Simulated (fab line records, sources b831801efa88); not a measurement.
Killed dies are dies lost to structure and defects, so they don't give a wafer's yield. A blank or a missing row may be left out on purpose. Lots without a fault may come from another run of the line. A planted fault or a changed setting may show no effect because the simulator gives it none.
One fault seen from 2 desks | flow sfq_line | each desk has only its own numbers; what lay behind them comes last

THE METROLOGY DESK
What the gauges read, lot by lot, whatever tool the lot ran on: means of the sampled wafers that have a number. A lot is out of limits, marked OUT, if its mean lies more than 4 standard deviations from the usual mean; the brackets give that distance.
Columns: A = I4_OVL at SFQ_I4_OVL_MEAS_928, usual 4 nm
lot  | first seen here | A
L493 | day 44 12:58    | 7
L494 | day 44 15:04    | -5
L495 | day 44 16:48    | 6
L497 | day 44 21:40    | 1
L498 | day 51 22:54    | 91 (+17) OUT
L499 | day 52 01:18    | 86 (+16) OUT
L500 | day 52 04:51    | 95 (+17) OUT
L501 | day 52 08:27    | 99 (+18) OUT
L507 | day 53 07:50    | 7
L508 | day 53 16:50    | -2
L510 | day 57 15:07    | -3
L511 | day 60 11:46    | 4
L512 | day 60 15:22    | 3
L513 | day 60 21:22    | 2
L514 | day 61 16:59    | 9
L515 | day 71 10:43    | 5
This desk's finding: out of limits on L498, L499, L500, L501; first on L498, day 51 22:54 (I4_OVL at SFQ_I4_OVL_MEAS_928). In limits: L493, L494, L495, L497, L507, L508, L510, L511, L512, L513, L514, L515.

THE TOOL OWNER'S DESK: krf_scanner-02
The tool's own readings at SFQ_TRILAYER_I4_VIA_LITHO_EXPOSE_104 (exposes mask I4, target cd 700 nm): means of the sampled wafers that have a number, for each lot that ran on this tool. A lot is out of limits, marked OUT, if its mean lies more than 4 standard deviations from the usual mean; the brackets give that distance.
Columns: A = exposure_dose_mJ_cm2 at SFQ_TRILAYER_I4_VIA_LITHO_EXPOSE_104, usual 21.298
lot  | first seen here | A
L493 | day 44 11:51    | 21.287
L494 | day 44 13:46    | 21.276
L495 | day 44 15:30    | 21.286
L497 | day 44 20:22    | 21.317
L498 | day 51 21:36    | 21.308
L499 | day 51 23:48    | 21.284
L500 | day 52 03:21    | 21.310
L501 | day 52 07:09    | 21.299
This desk's finding: nothing out of limits on any of the 8 lots.

PUT TOGETHER
The metrology desk could have raised an alarm at day 51 22:54, on L498, L499, L500, L501.
The tool owner's desk saw nothing out of limits.
The tool owner's desk has L498, L499, L500, L501 on record, within its limits.
Of the lots named, all ran SFQ_TRILAYER_I4_VIA_LITHO_EXPOSE_104 on krf_scanner-02.

WHAT THE SIMULATOR HAD PUT IN
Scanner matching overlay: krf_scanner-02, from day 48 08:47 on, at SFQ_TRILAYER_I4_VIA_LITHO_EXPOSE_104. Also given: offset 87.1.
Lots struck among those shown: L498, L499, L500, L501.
Hours from the fault's start to each desk's first reading out of limits: the metrology desk, 86.
